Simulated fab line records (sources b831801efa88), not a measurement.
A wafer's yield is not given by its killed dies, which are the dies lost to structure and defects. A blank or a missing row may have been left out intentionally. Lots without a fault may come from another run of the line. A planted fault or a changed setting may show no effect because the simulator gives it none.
What tool caused it? + flow sky130 + Sampling: 12 lots, 36 wafers, 3 of 708 route steps

== WHAT THE GAUGES READ, wafer by wafer ==
SKY_POLY_GATE_THK_MEAS_21.
| lot  | measured     | on            | POLY_GATE_OXIDATION_THK (nm) |
|------|--------------|---------------|------------------------------|
| L703 | day 17 07:31 | film-metro-03 | 4.01 4.00 4.11               |
| L702 | day 17 07:27 | film-metro-01 | 3.93 3.94 4.02               |
| L704 | day 17 12:43 | film-metro-01 | 4.09 4.23 4.07               |
| L705 | day 17 12:46 | film-metro-01 | 4.16 4.21 4.22               |
| L712 | day 20 16:36 | film-metro-03 | 3.95 3.98 3.98               |
| L713 | day 20 15:48 | film-metro-01 | 4.13 4.26 4.19               |
| L716 | day 21 19:46 | film-metro-01 | 4.02 4.02 3.98               |
| L720 | day 23 02:32 | film-metro-03 | 4.04 4.18 4.21               |
| L722 | day 23 16:26 | film-metro-03 | 3.94 3.91 4.07               |
| L723 | day 24 04:52 | film-metro-01 | 4.22 4.17 4.20               |
| L725 | day 24 09:56 | film-metro-03 | 3.82 3.92 3.90               |
| L724 | day 24 13:26 | film-metro-03 | 4.00 3.88 3.93               |

SKY_SD_P_CD_MEAS_07: the cd target is 380 nm.
| lot  | measured     | on        | cd-nm (nm)        |
|------|--------------|-----------|-------------------|
| L703 | day 26 08:32 | cd-sem-02 | 383.6 382.1 381.2 |
| L702 | day 26 05:09 | cd-sem-02 | 381.1 378.7 379.9 |
| L704 | day 26 14:01 | cd-sem-01 | 383.0 380.7 381.0 |
| L705 | day 26 13:16 | cd-sem-01 | 383.9 385.3 387.1 |
| L712 | day 29 12:41 | cd-sem-02 | 381.0 380.4 378.6 |
| L713 | day 29 11:47 | cd-sem-01 | 378.4 378.3 379.5 |
| L716 | day 30 14:17 | cd-sem-02 | 379.5 379.0 377.3 |
| L720 | day 31 17:48 | cd-sem-01 | 379.7 381.6 383.0 |
| L722 | day 32 07:31 | cd-sem-02 | 377.2 377.0 374.9 |
| L723 | day 32 16:55 | cd-sem-01 | 374.3 374.3 377.8 |
| L725 | day 32 22:46 | cd-sem-01 | 380.4 379.6 380.1 |
| L724 | day 33 00:53 | cd-sem-02 | 380.8 378.2 375.9 |

== WHAT TOOL EACH LOT RAN ON (gives the tool, then ch and the chambers of the sampled wafers, and finally the start) ==
| lot  | SKY_VT_ADJUST_NCORE_STRIP_10         |
|------|--------------------------------------|
| L703 | plasma-asher-02 ch 0,1, day 9 01:53  |
| L702 | plasma-asher-04 ch 0,1, day 9 03:27  |
| L704 | plasma-asher-04 ch 0,1, day 9 11:50  |
| L705 | plasma-asher-01 ch 0,1, day 9 12:18  |
| L712 | plasma-asher-02 ch 0,1, day 11 15:51 |
| L713 | plasma-asher-01 ch 0, day 11 18:55   |
| L716 | plasma-asher-02 ch 0,1, day 12 15:24 |
| L720 | plasma-asher-04 ch 0,1, day 13 17:54 |
| L722 | plasma-asher-01 ch 0,1, day 14 12:58 |
| L723 | plasma-asher-04 ch 0,1, day 14 19:52 |
| L725 | plasma-asher-04 ch 0, day 15 03:51   |
| L724 | plasma-asher-02 ch 0,1, day 15 04:09 |
- SKY_VT_ADJUST_NCORE_STRIP_10: strips in O2/N2.

== WHAT THE TOOLS THEMSELVES READ (means of the sampled wafers that have a number; where no wafer has one, the mark that the record gives instead) ==
SKY_VT_ADJUST_NCORE_STRIP_10.
| lot  | tool            | drypump-motor-current-A (A) | n2-flow-sccm (sccm) | oes-product-au (a.u.) | strip-time-to-endpoint-s (s) |
|------|-----------------|-----------------------------|---------------------|-----------------------|------------------------------|
| L703 | plasma-asher-02 | 5.79                        | 298.5               | 0.715                 | 14.21                        |
| L702 | plasma-asher-04 | 5.95                        | 300.0               | 0.716                 | 14.24                        |
| L704 | plasma-asher-04 | 5.95                        | 300.8               | 0.718                 | 14.17                        |
| L705 | plasma-asher-01 | 6.11                        | 299.6               | 0.708                 | 14.18                        |
| L712 | plasma-asher-02 | 5.82                        | 299.9               | 0.715                 | 14.16                        |
| L713 | plasma-asher-01 | 5.91                        | 298.6               | 0.714                 | 14.11                        |
| L716 | plasma-asher-02 | 5.78                        | 300.6               | 0.713                 | 14.21                        |
| L720 | plasma-asher-04 | 5.97                        | 300.6               | 0.711                 | 14.28                        |
| L722 | plasma-asher-01 | 6.12                        | 300.5               | 0.719                 | 14.17                        |
| L723 | plasma-asher-04 | 5.87                        | 300.4               | 0.716                 | 14.20                        |
| L725 | plasma-asher-04 | 5.74                        | 300.6               | 0.716                 | 14.12                        |
| L724 | plasma-asher-02 | 5.77                        | 299.9               | 0.715                 | 14.21                        |

== THE ANSWER, worked out from the rows above alone ==
Rule: the lots themselves supply what counts as usual. Put in order of their means at a reading, lots are off if they are a third of the lots or fewer, leave a main group of 4 or more, and stand apart from it by a gap of 3 or more times the standard deviation of the main group's means; of several such gaps the widest counts. A main group is skipped when, at the precision printed for the reading in the tables above, its means are all equal. Also off: a lot with no number at a reading for which 4 or more lots have one. Where the step has rows for the other lots, those lots are counted as sound. Order of review: gauges by route order, followed by the tools' own readings, for which a lot's mean as printed above is used. The first step at which some lot is off is used, and at that step the reading that is off furthest; a lot without a number counts as furthest.
Nothing can be told from this: no lot is off at any reading shown.

== WHAT THE SIMULATOR PUT IN ==
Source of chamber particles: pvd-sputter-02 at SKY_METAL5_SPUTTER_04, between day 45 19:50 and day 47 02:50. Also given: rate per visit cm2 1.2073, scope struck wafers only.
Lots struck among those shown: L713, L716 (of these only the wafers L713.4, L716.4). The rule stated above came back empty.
